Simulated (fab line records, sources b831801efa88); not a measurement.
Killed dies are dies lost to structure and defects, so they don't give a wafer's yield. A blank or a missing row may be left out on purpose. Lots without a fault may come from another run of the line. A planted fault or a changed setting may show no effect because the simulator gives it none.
fab line records | flow gf180mcu
record lots=5 wafers=23
route steps=602 shown M3@409 V3@429 M4@460 V4@480 MIM@506
start_h: hours from the record's first day to the start of the lot's first wafer shown | wait_h: hours since the lot's step before | " the same as in the row above | L1.1+2: a row that stands for several wafers | - no value, or no start given | * or withheld: withheld | < > ~ a bound
route shown NAME@n: a module of which the file shows steps, and the number in the route of the first | usual: mean/standard deviation of fault-free wafers | same: alike in all rows | chamber/n: place in a boat | sites: the reading at each site | _std_site: their standard deviation | _edge_site: outer sites' mean less inner sites' | radius_mm: how far each site lies from the wafer's centre | mask NAME#n: copy n | behind: the tool/chamber that last shaped the wafer | hold: why the lot was held/for how many hours/how that ended | device: the transistor (n, p or np) that didn't switch | end of line: the same wafers' tests at the end of the route | a step without rows: its recipe alone | killed: dies lost to structure and defects at the first sort, not the wafer's yield | map: a wafer's dies, x killed, . not, _ none there
set.NAME: the setting as run; set.NAME@STEP: as run at that earlier step | model.NAME: the simulator's own value behind a step, which no gauge read
lots whose settings were changed on purpose; a table a step, a row a wafer
## steps
# step GF_M3_SPUTTER_00
# recipe material=Ti target_thk_nm=37.5 arriving_ion_energy_ev=80 substrate_temp_c=200 chamber_pressure_pa=2 power_w=4000 time_s=150
# columns lot.wafer tool chamber start_h wait_h set.time_s model.Ti_of_M3_SPUTTER_00.thk_nm
L074.3 pvd_sputter-01 - 453.35 0.2 150 36.77
L074.4 " - " " 150 36.38
L074.5 " - " " 150 36.71
L079.1 pvd_sputter-04 - 500.79 0.2 150 37.78
L079.3+5 " - " " 150 37.51
L079.4 " - " " 150 37.65
L079.6 " - " " 150 37.47
L080.1 pvd_sputter-03 - 515.82 0.1 150 37.6
L080.2 " - " " 150 37.32
L080.3 " - " " 127.5 31.77
L080.5 " - " " 127.5 31.8
L080.6 " - " " 127.5 31.66
L081.1 pvd_sputter-04 - 519.89 0.2 139.8 34.65
L081.3 " - " " 150 37.01
L081.4 " - " " 150 37.34
L081.5 " - " " 150 37.21
L081.6 " - " " 139.8 34.48
L082.2 pvd_sputter-03 - 528.10 0.1 150 37.48
L082.3 " - " " 150 37.06
L082.4 " - " " 161.8 40.24
L082.5 " - " " 150 37.72
L082.6 " - " " 161.8 40.41
# step GF_V3_CVD_00
# recipe material=SiO2 target_thk_nm=600 sigma_open_frac=0.3 temp_c=400 time_s=100 sih4_flow_sccm=60 pressure_mtorr=6
# columns lot.wafer tool chamber start_h wait_h set.sih4_flow_sccm model.SiO2_of_V3_CVD_00.thk_nm
L074.3 hdpcvd-02 0 478.58 0.0 60 598
L074.4 " 0 " " 60 596.9
L074.5 " 2 " " 60 598.6
L079.1 hdpcvd-01 0 524.77 0.0 68.47 688.4
L079.3 " 1 " " 60 600.8
L079.4 " 2 " " 60 593.1
L079.5 " 1 " " 60 611.6
L079.6 " 0 " " 68.47 682.2
L080.1 hdpcvd-02 1 539.98 0.0 60 600.2
L080.2 " 2 " " 60 600.3
L080.3 " 0 " " 60 591.3
L080.5 " 1 " " 60 596.5
L080.6 " 2 " " 60 602.5
L081.1 hdpcvd-02 0 543.70 0.0 60 603
L081.3 " 1 " " 52.91 522.3
L081.4 " 0 " " 60 597
L081.5 " 2 " " 52.91 528.1
L081.6 " 1 " " 60 593.8
L082.2 hdpcvd-02 2 552.10 0.0 60 594.4
L082.3 " 1 " " 60 582.3
L082.4 " 1 " " 60 585.3
L082.5 " 2 " " 60 588.2
L082.6 " 0 " " 60 595.5
# step GF_V3_THK_MEAS_01
# recipe reads=SiO2_of_V3_CVD_00
# usual V3_CVD_00_THK=595/6.2
# columns lot.wafer tool chamber start_h wait_h set.sih4_flow_sccm@V3_CVD_00 V3_CVD_00_THK[nm]
L074.3 film_metro-03 - 478.68 0.1 60 598
L074.4 " - " " 60 597
L074.5 " - " " 60 598
L079.1 film_metro-04 - 524.85 0.0 68.47 688
L079.3 " - " " 60 600
L079.4 " - " " 60 593
L079.5 " - " " 60 611
L079.6 " - " " 68.47 682
L080.1 film_metro-03 - 540.05 0.0 60 600
L080.2 " - " " 60 600
L080.3 " - " " 60 591
L080.5 " - " " 60 597
L080.6 " - " " 60 602
L081.1 film_metro-02 - 543.77 0.0 60 603
L081.3 " - " " 52.91 522
L081.4 " - " " 60 597
L081.5 " - " " 52.91 528
L081.6 " - " " 60 593
L082.2 film_metro-04 - 552.18 0.0 60 595
L082.3 " - " " 60 582
L082.4 " - " " 60 585
L082.5 " - " " 60 588
L082.6 " - " " 60 596
# step GF_V3_PEB_12
# recipe peb_temp_c=135 peb_time_s=90 resist=KrF
# columns lot.wafer tool chamber start_h wait_h set.peb_temp_c
L074.3+4+5 litho_track-04 0 - - 135
L079.1+3+5 litho_track-02 0 - - 135
L079.4+6 " 0 " " 137.1
L080.1+6 litho_track-01 0 - - 135
L080.2+3+5 " 0 " " 132.5
L081.1+5 litho_track-02 0 - - 135
L081.3+4+6 " 0 " " 137.9
L082.2+4+6 litho_track-04 0 - - 132.3
L082.3+5 " 0 " " 135
# step GF_V3_DEVELOP_13
# recipe develop_time_s=60 resist=KrF dev_temp_c=21
# step GF_V3_CD_MEAS_14
# recipe target_cd_nm=260
# usual cd_nm=259.7/1.2
# columns lot.wafer tool chamber start_h wait_h set.peb_temp_c@V3_PEB_12 cd_nm
L074.3 cd_sem-02 - 503.15 0.1 135 259.4
L074.4 " - " " 135 260.2
L074.5 " - " " 135 260.5
L079.1 cd_sem-01 - 547.82 0.1 135 260.5
L079.3 " - " " 135 260.8
L079.4 " - " " 137.1 264.0
L079.5 " - " " 135 260.0
L079.6 " - " " 137.1 265.2
L080.1 cd_sem-01 - 563.07 0.1 135 259.4
L080.2 " - " " 132.5 252.0
L080.3 " - " " 132.5 251.8
L080.5 " - " " 132.5 252.0
L080.6 " - " " 135 258.2
L081.1 cd_sem-01 - 566.92 0.1 135 258.5
L081.3 " - " " 137.9 265.1
L081.4 " - " " 137.9 265.3
L081.5 " - " " 135 257.5
L081.6 " - " " 137.9 265.5
L082.2 cd_sem-01 - 574.38 0.1 132.3 251.6
L082.3 " - " " 135 258.5
L082.4 " - " " 132.3 251.4
L082.5 " - " " 135 259.4
L082.6 " - " " 132.3 250.7
# step GF_V3_ETCH_16
# recipe chemistry=N2/H2 target_depth_a=withheld overetch_a=withheld time_s=withheld target=BARC ion_energy_ev=200 source_w=500 bias_w=100 pressure_mtorr=30 n2_flow_sccm=100 h2_flow_sccm=200
# columns lot.wafer tool chamber start_h wait_h set.peb_temp_c@V3_PEB_12 model.V3.cd_nm
L074.3 rie_diel-01 2 503.27 0.0 135 260
L074.4 " 0 " " 135 259.8
L074.5 " 1 " " 135 260.8
L079.1 rie_diel-03 0 547.98 0.0 135 260.5
L079.3 " 2 " " 135 260.9
L079.4 " 1 " " 137.1 263.9
L079.5 " 1 " " 135 259.8
L079.6 " 2 " " 137.1 265.4
L080.1 rie_diel-03 3 563.23 0.0 135 259.5
L080.2 " 1 " " 132.5 251.4
L080.3 " 0 " " 132.5 252
L080.5 " 2 " " 132.5 252.3
L080.6 " 1 " " 135 258.1
L081.1 rie_diel-02 1 567.08 0.0 135 258
L081.3 " 2 " " 137.9 265.7
L081.4 " 1 " " 137.9 264.7
L081.5 " 2 " " 135 257.2
L081.6 " 0 " " 137.9 264.5
L082.2+4 rie_diel-02 0,3 574.52 0.0 132.3 251.1
L082.3 " 1 " " 135 258.5
L082.5 " 3 " " 135 259.2
L082.6 " 0 " " 132.3 250.3
# step GF_V3_CVD_23
# recipe material=W target_thk_nm=350 time_s=104.9 temp_c=400 pressure_torr=40
# columns lot.wafer tool chamber start_h wait_h set.temp_c model.W_of_V3_CVD_23.thk_nm
L074.3 cvd_w-01 0 504.07 0.1 400 343.6
L074.4 " 1 " " 400 343.1
L074.5 " 0 " " 400 345.2
L079.1 cvd_w-02 0 549.15 0.0 404.7 376.6
L079.3 " 0 " " 400 347.8
L079.4 " 1 " " 400 352.4
L079.5 " 1 " " 404.7 391.9
L079.6 " 0 " " 404.7 381.5
L080.1 cvd_w-01 1 564.50 0.0 408.4 404.9
L080.2 " 0 " " 408.4 399.1
L080.3 " 1 " " 400 342.7
L080.5 " 1 " " 400 345.1
L080.6 " 0 " " 408.4 402
L081.1 cvd_w-02 0 567.96 0.0 400 342.1
L081.3 " 0 " " 400 345.7
L081.4 " 1 " " 400 353.3
L081.5 " 1 " " 400 357.9
L081.6 " 0 " " 400 342
L082.2 cvd_w-02 0 575.79 0.0 400 343.4
L082.3 " 1 " " 407.4 404.2
L082.4 " 0 " " 407.4 391.7
L082.5 " 1 " " 400 352.5
L082.6 " 0 " " 407.4 389.8
# step GF_V3_RS_MEAS_24
# recipe thk_meas_gauge=four-point-probe reads=W_of_V3_CVD_23+TiN_of_V3_SPUTTER_22+Ti_of_V3_SPUTTER_21
# usual V3_W_RS=0.330/0.0054
# columns lot.wafer tool chamber start_h wait_h set.temp_c@V3_CVD_23 V3_W_RS[ohm/sq]
L074.3 film_metro-04 - 504.18 0.1 400 0.334
L074.4 " - " " 400 0.335
L074.5 " - " " 400 0.331
L079.1 film_metro-03 - 549.27 0.1 404.7 0.304
L079.3 " - " " 400 0.329
L079.4 " - " " 400 0.325
L079.5 " - " " 404.7 0.292
L079.6 " - " " 404.7 0.300
L080.1 film_metro-02 - 564.62 0.1 408.4 0.283
L080.2 " - " " 408.4 0.287
L080.3 " - " " 400 0.335
L080.5 " - " " 400 0.332
L080.6 " - " " 408.4 0.285
L081.1 film_metro-02 - 568.08 0.1 400 0.335
L081.3 " - " " 400 0.331
L081.4 " - " " 400 0.324
L081.5 " - " " 400 0.320
L081.6 " - " " 400 0.335
L082.2 film_metro-04 - 575.93 0.1 400 0.333
L082.3 " - " " 407.4 0.283
L082.4 " - " " 407.4 0.292
L082.5 " - " " 400 0.325
L082.6 " - " " 407.4 0.294
# step GF_V3_THK_MEAS_25
# recipe thk_meas_gauge=xrf reads=W_of_V3_CVD_23
# usual V3_W_THK=339/8.9
# columns lot.wafer tool chamber start_h wait_h set.temp_c@V3_CVD_23 V3_W_THK[nm]
L074.3 film_metro-04 - 504.28 0.1 400 329
L074.4 " - " " 400 328
L074.5 " - " " 400 327
L079.1 film_metro-03 - 549.39 0.1 404.7 370
L079.3 " - " " 400 340
L079.4 " - " " 400 346
L079.5 " - " " 404.7 384
L079.6 " - " " 404.7 374
L080.1 film_metro-02 - 564.74 0.1 408.4 403
L080.2 " - " " 408.4 396
L080.3 " - " " 400 340
L080.5 " - " " 400 343
L080.6 " - " " 408.4 399
L081.1 film_metro-02 - 568.20 0.1 400 338
L081.3 " - " " 400 343
L081.4 " - " " 400 351
L081.5 " - " " 400 354
L081.6 " - " " 400 339
L082.2 film_metro-04 - 576.04 0.1 400 328
L082.3 " - " " 407.4 384
L082.4 " - " " 407.4 376
L082.5 " - " " 400 336
L082.6 " - " " 407.4 371
# step GF_V3_CMP_26
# recipe stop_on=SiO2 down_force_psi=3.5 platen_rpm=60 t_overpolish_s=15 target_thk_nm=0 pad_velocity_m_s=0.94248
# usual time_to_endpoint_s=84/3.3
# columns lot.wafer tool chamber start_h wait_h set.temp_c@V3_CVD_23 time_to_endpoint_s
L074.4 cmp-02 3 504.32 0.0 400 87
L074.3 " 1 " " 400 89
L074.5 " 0 " " 400 89
L079.3 cmp-02 0 549.50 0.1 400 81
L079.1 " 1 " " 404.7 91
L079.4 " 2 " " 400 86
L079.5 " 3 " " 404.7 93
L079.6 " 0 " " 404.7 90
L080.3 cmp-02 0 564.80 0.0 400 81
L080.1 " 1 " " 408.4 100
L080.2 " 3 " " 408.4 96
L080.6 " 0 " " 408.4 96
L080.5 " 1 " " 400 86
L081.1 cmp-01 3 568.26 0.1 400 84
L081.3 " 0 " " 400 89
L081.4 " 1 " " 400 86
L081.5 " 3 " " 400 87
L081.6 " 0 " " 400 87
L082.4 cmp-02 2 576.09 0.0 407.4 95
L082.3 " 3 " " 407.4 94
L082.2 " 0 " " 400 80
L082.5 " 2 " " 400 87
L082.6 " 3 " " 407.4 91
# step GF_M4_SPUTTER_04
# recipe material=TiN target_thk_nm=50 power_w=6500 time_s=41.7 chamber_pressure_pa=0.4
# columns lot.wafer tool chamber start_h wait_h set.chamber_pressure_pa model.TiN_of_M4_SPUTTER_04.thk_nm
L074.3 pvd_sputter-01 - 504.83 0.0 0.4 49.92
L074.4 " - " " 0.4 49.75
L074.5 " - " " 0.4 50.53
L079.1 pvd_sputter-01 - 549.93 0.0 0.4396 48.61
L079.3 " - " " 0.4396 48.54
L079.4 " - " " 0.4396 48.45
L079.5 " - " " 0.4396 48.22
L079.6 " - " " 0.4396 48.75
L080.1+3 pvd_sputter-02 - 565.28 0.0 0.4 49.75
L080.2 " - " " 0.4 50.14
L080.5 " - " " 0.4 49.97
L080.6 " - " " 0.4 49.11
L081.1 pvd_sputter-04 - 568.74 0.0 0.3533 51.66
L081.3 " - " " 0.3533 51.73
L081.4 " - " " 0.3533 51.57
L081.5 " - " " 0.3533 51.65
L081.6 " - " " 0.3533 51.67
L082.2 pvd_sputter-04 - 576.57 0.0 0.4336 49.37
L082.3 " - " " 0.4336 49.47
L082.4 " - " " 0.4336 49.15
L082.5 " - " " 0.4336 49.51
L082.6 " - " " 0.4336 48.9
# step GF_V4_CMP_04
# recipe material=SiO2 down_force_psi=4 platen_rpm=60 pad_velocity_m_s=0.94248
# usual time_to_endpoint_s=81/5.1
# columns lot.wafer tool chamber start_h wait_h set.leave_above_ref_nm time_to_endpoint_s model.SiO2_of_V4_CVD_02.thk_nm
L074.3 cmp-02 2 528.82 0.0 632.5 79 634.2
L074.4 " 0 " " 632.5 77 632.9
L074.5 " 3 " " 632.5 78 633.8
L079.4 cmp-02 1 572.93 0.0 632.5 80 631.4
L079.1 " 2 " " 659.7 66 658.9
L079.3 " 0 " " 659.7 63 659.2
L079.5 " 1 " " 632.5 78 632.4
L079.6 " 2 " " 659.7 70 659.5
L080.2 cmp-01 3 587.45 0.1 632.5 76 633.4
L080.1 " 0 " " 616.4 82 616.8
L080.3 " 1 " " 632.5 74 631.7
L080.6 " 2 " " 632.5 78 633.3
L080.5 " 3 " " 616.4 85 617
L081.3 cmp-01 2 591.23 0.0 595 89 596.2
L081.1 " 3 " " 632.5 75 634.1
L081.4 " 1 " " 632.5 76 633.6
L081.6 " 2 " " 595 93 596.5
L081.5 " 3 " " 595 95 595.5
L082.4 cmp-01 1 598.52 0.0 632.5 91 631.9
L082.2 " 2 " " 632.5 82 633.8
L082.3 " 3 " " 632.5 88 632.7
L082.5 " 1 " " 632.5 86 633.6
L082.6 " 2 " " 632.5 90 633.6
# step GF_V4_PEB_12
# recipe peb_temp_c=135 peb_time_s=90 resist=KrF
# columns lot.wafer tool chamber start_h wait_h set.peb_temp_c
L074.3+4+5 litho_track-01 0 - - 135
L079.1+5 litho_track-04 0 - - 135
L079.3+4+6 " 0 " " 133.1
L080.1+3 litho_track-03 0 - - 131.9
L080.2+5+6 " 0 " " 135
L081.1+3+6 litho_track-03 0 - - 135
L081.4+5 " 0 " " 131.8
L082.2+3+4 litho_track-03 0 - - 132.9
L082.5+6 " 0 " " 135
# step GF_V4_DEVELOP_13
# recipe develop_time_s=58.91 resist=KrF dev_temp_c=21
# columns lot.wafer tool chamber start_h wait_h set.peb_temp_c@V4_PEB_12 model.V4.cd_nm
L074.3 litho_track-01 0 551.42 0.1 135 260.8
L074.4 " 0 " " 135 260.5
L074.5 " 0 " " 135 260.3
L079.1 litho_track-04 0 594.66 0.2 135 261.3
L079.3 " 0 " " 133.1 254
L079.4 " 0 " " 133.1 253.6
L079.5 " 0 " " 135 261
L079.6 " 0 " " 133.1 255.5
L080.1 litho_track-03 0 608.91 0.2 131.9 249.4
L080.2 " 0 " " 135 259.8
L080.3 " 0 " " 131.9 249.2
L080.5 " 0 " " 135 260.2
L080.6 " 0 " " 135 258.7
L081.1 litho_track-03 0 612.36 0.2 135 258.6
L081.3 " 0 " " 135 258.1
L081.4 " 0 " " 131.8 248.8
L081.5 " 0 " " 131.8 247.9
L081.6 " 0 " " 135 259.7
L082.2 litho_track-03 0 619.13 0.2 132.9 253.3
L082.3 " 0 " " 132.9 253.7
L082.4 " 0 " " 132.9 252.4
L082.5 " 0 " " 135 261.8
L082.6 " 0 " " 135 260.6
# step GF_V4_CD_MEAS_14
# recipe target_cd_nm=260
# usual cd_nm=260.2/0.95
# columns lot.wafer tool chamber start_h wait_h set.peb_temp_c@V4_PEB_12 cd_nm
L074.3 cd_sem-02 - 551.56 0.1 135 260.6
L074.4 " - " " 135 260.3
L074.5 " - " " 135 260.3
L079.1 cd_sem-01 - 594.81 0.1 135 261.0
L079.3 " - " " 133.1 254.3
L079.4 " - " " 133.1 253.6
L079.5 " - " " 135 260.8
L079.6 " - " " 133.1 255.5
L080.1 cd_sem-02 - 609.06 0.1 131.9 249.5
L080.2 " - " " 135 259.9
L080.3 " - " " 131.9 249.1
L080.5 " - " " 135 260.2
L080.6 " - " " 135 258.8
L081.1 cd_sem-01 - 612.51 0.1 135 258.5
L081.3 " - " " 135 258.4
L081.4 " - " " 131.8 248.8
L081.5 " - " " 131.8 247.7
L081.6 " - " " 135 259.7
L082.2 cd_sem-01 - 619.36 0.2 132.9 253.4
L082.3 " - " " 132.9 253.7
L082.4 " - " " 132.9 252.4
L082.5 " - " " 135 261.6
L082.6 " - " " 135 261.0
# step GF_V4_ETCH_16
# recipe chemistry=N2/H2 target_depth_a=withheld overetch_a=withheld time_s=withheld target=BARC ion_energy_ev=200 source_w=500 bias_w=100 pressure_mtorr=30 n2_flow_sccm=100 h2_flow_sccm=200
# step GF_V4_ETCH_17
# recipe chemistry=C4F8/O2/Ar mask_material=KrF target=SiO2 stop_on=TiN source_w=1500 bias_w=1200 pressure_mtorr=40 c4f8_flow_sccm=withheld O2_flow_sccm=6 Ar_flow_sccm=300 time_s=withheld target_depth_a=6300
# usual oes_product_au=0.855/0.0041
# columns lot.wafer tool chamber start_h wait_h set.leave_above_ref_nm@V4_CMP_04 set.peb_temp_c@V4_PEB_12 oes_product_au model.V4.cd_nm model.V4.feature_depth_nm
L074.3 rie_diel-04 1 - - 632.5 135 0.859 260.3 634.2
L074.4 " 2 " " 632.5 135 0.857 260.6 632.9
L074.5 " 1 " " 632.5 135 0.849 260.4 633.8
L079.1 rie_diel-01 3 - - 659.7 135 0.884 261.8 658.9
L079.3 " 2 " " 659.7 133.1 0.871 253.5 659.2
L079.4 " 1 " " 632.5 133.1 0.853 253.3 631.4
L079.5 " 1 " " 632.5 135 0.851 260.3 632.4
L079.6 " 0 " " 659.7 133.1 0.877 256.6 659.5
L080.1 rie_diel-01 1 - - 616.4 131.9 0.847 248.6 616.8
L080.2 " 3 " " 632.5 135 0.858 260.3 633.4
L080.3 " 2 " " 632.5 131.9 0.857 249 631.7
L080.5 " 0 " " 616.4 135 0.844 260.5 617
L080.6 " 3 " " 632.5 135 0.852 258.7 633.3
L081.1 rie_diel-03 0 - - 632.5 135 0.851 258.3 634.1
L081.3 " 3 " " 595 135 0.830 258.1 596.2
L081.4 " 1 " " 632.5 131.8 0.859 248.7 633.6
L081.5 " 3 " " 595 131.8 0.825 247.5 595.5
L081.6 " 2 " " 595 135 0.829 259.1 596.5
L082.2 rie_diel-01 2 - - 632.5 132.9 0.850 253.1 633.8
L082.3 " 1 " " 632.5 132.9 0.856 253.4 632.7
L082.4 " 0 " " 632.5 132.9 0.860 252.5 631.9
L082.5 " 1 " " 632.5 135 0.857 261.5 633.6
L082.6 " 2 " " 632.5 135 0.857 260.2 633.6
# step GF_V4_SPUTTER_22
# recipe material=TiN target_thk_nm=10 chamber_pressure_pa=5 power_w=4000 time_s=40
# columns lot.wafer tool chamber start_h wait_h set.chamber_pressure_pa model.TiN_of_V4_SPUTTER_22.thk_nm
L074.3 pvd_sputter-02 - 552.41 0.0 5 10.21
L074.4 " - " " 5 10.36
L074.5 " - " " 5 10.31
L079.1 pvd_sputter-03 - 595.73 0.0 5 10.1
L079.3 " - " " 5 10.04
L079.4 " - " " 5 9.895
L079.5 " - " " 5 10.06
L079.6 " - " " 5 10.07
L080.1 pvd_sputter-02 - 610.00 0.0 4.456 11.11
L080.2 " - " " 4.456 11.18
L080.3 " - " " 4.456 11.08
L080.5 " - " " 4.456 11.07
L080.6 " - " " 4.456 11.1
L081.1 pvd_sputter-02 - 613.39 0.0 4.805 10.49
L081.3 " - " " 4.805 10.46
L081.4 " - " " 4.805 10.42
L081.5 " - " " 4.805 10.35
L081.6 " - " " 4.805 10.45
L082.2 pvd_sputter-02 - 620.25 0.0 5.624 8.835
L082.3 " - " " 5.624 8.971
L082.4 " - " " 5.624 8.921
L082.5 " - " " 5.624 9.004
L082.6 " - " " 5.624 8.889
# step GF_MIM_SPUTTER_03
# recipe material=Ti target_thk_nm=10 substrate_temp_c=300 chamber_pressure_pa=0.3 power_w=3000 time_s=6.7
# columns lot.wafer tool chamber start_h wait_h set.power_w model.Ti_of_MIM_SPUTTER_03.thk_nm
L074.3 pvd_sputter-04 - 553.20 0.0 3000 9.82
L074.4 " - " " 3000 9.94
L074.5 " - " " 3000 9.88
L079.1 pvd_sputter-04 - 596.52 0.0 2693 8.908
L079.3 " - " " 3000 10.1
L079.4 " - " " 2693 9.147
L079.5 " - " " 2693 9.12
L079.6 " - " " 3000 10.09
L080.1 pvd_sputter-03 - 610.79 0.0 3000 9.987
L080.2 " - " " 3000 9.921
L080.3 " - " " 2892 9.695
L080.5 " - " " 2892 9.567
L080.6 " - " " 2892 9.674
L081.1 pvd_sputter-01 - 614.19 0.0 3000 9.882
L081.3 " - " " 3000 10.04
L081.4 " - " " 3000 9.903
L081.5 " - " " 3000 9.99
L081.6 " - " " 3000 9.85
L082.2 pvd_sputter-01 - 621.08 0.0 3343 10.98
L082.3 " - " " 3343 10.85
L082.4 " - " " 3000 9.846
L082.5 " - " " 3000 9.844
L082.6 " - " " 3343 11
## key
split step=GF_M3_SPUTTER_00 setting=time_s stated=150 by=wafer
response step=GF_M3_SPUTTER_00 reading=model.Ti_of_M3_SPUTTER_00.thk_nm change=+0.38 per=1% r=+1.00
split step=GF_V3_CVD_00 setting=sih4_flow_sccm stated=60 by=wafer
response step=GF_V3_CVD_00 reading=model.SiO2_of_V3_CVD_00.thk_nm change=+6.01 per=1% r=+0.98
response step=GF_V3_THK_MEAS_01 reading=V3_CVD_00_THK change=+6.01 per=1% r=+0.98
split step=GF_V3_PEB_12 setting=peb_temp_c stated=135 by=wafer
response step=GF_V3_CD_MEAS_14 reading=cd_nm change=+3.48 per=1% r=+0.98
response step=GF_V3_ETCH_16 reading=model.V3.cd_nm change=+3.55 per=1% r=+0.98
split step=GF_V3_CVD_23 setting=temp_c stated=400 by=wafer
response step=GF_V3_CVD_23 reading=model.W_of_V3_CVD_23.thk_nm change=+27 per=1% r=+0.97
response step=GF_V3_RS_MEAS_24 reading=V3_W_RS change=-0.0226 per=1% r=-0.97
response step=GF_V3_THK_MEAS_25 reading=V3_W_THK change=+26.3 per=1% r=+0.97
response step=GF_V3_CMP_26 reading=time_to_endpoint_s change=* per=1% r=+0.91
split step=GF_M4_SPUTTER_04 setting=chamber_pressure_pa stated=0.4 by=lot
response step=GF_M4_SPUTTER_04 reading=model.TiN_of_M4_SPUTTER_04.thk_nm change=-0.132 per=1% r=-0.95
split step=GF_V4_CMP_04 setting=leave_above_ref_nm stated=632.5 by=wafer
response step=GF_V4_CMP_04 reading=time_to_endpoint_s change=* per=1% r=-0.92
response step=GF_V4_CMP_04 reading=model.SiO2_of_V4_CVD_02.thk_nm change=+6.35 per=1% r=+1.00
response step=GF_V4_ETCH_17 reading=oes_product_au change=+0.00489 per=1% r=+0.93
response step=GF_V4_ETCH_17 reading=model.V4.feature_depth_nm change=+6.35 per=1% r=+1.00
split step=GF_V4_PEB_12 setting=peb_temp_c stated=135 by=wafer
response step=GF_V4_DEVELOP_13 reading=model.V4.cd_nm change=+4.6 per=1% r=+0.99
response step=GF_V4_CD_MEAS_14 reading=cd_nm change=+4.62 per=1% r=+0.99
response step=GF_V4_ETCH_17 reading=model.V4.cd_nm change=+4.67 per=1% r=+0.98
split step=GF_V4_SPUTTER_22 setting=chamber_pressure_pa stated=5 by=lot
response step=GF_V4_SPUTTER_22 reading=model.TiN_of_V4_SPUTTER_22.thk_nm change=-0.0932 per=1% r=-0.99
split step=GF_MIM_SPUTTER_03 setting=power_w stated=3000 by=wafer
response step=GF_MIM_SPUTTER_03 reading=model.Ti_of_MIM_SPUTTER_03.thk_nm change=+0.0976 per=1% r=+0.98
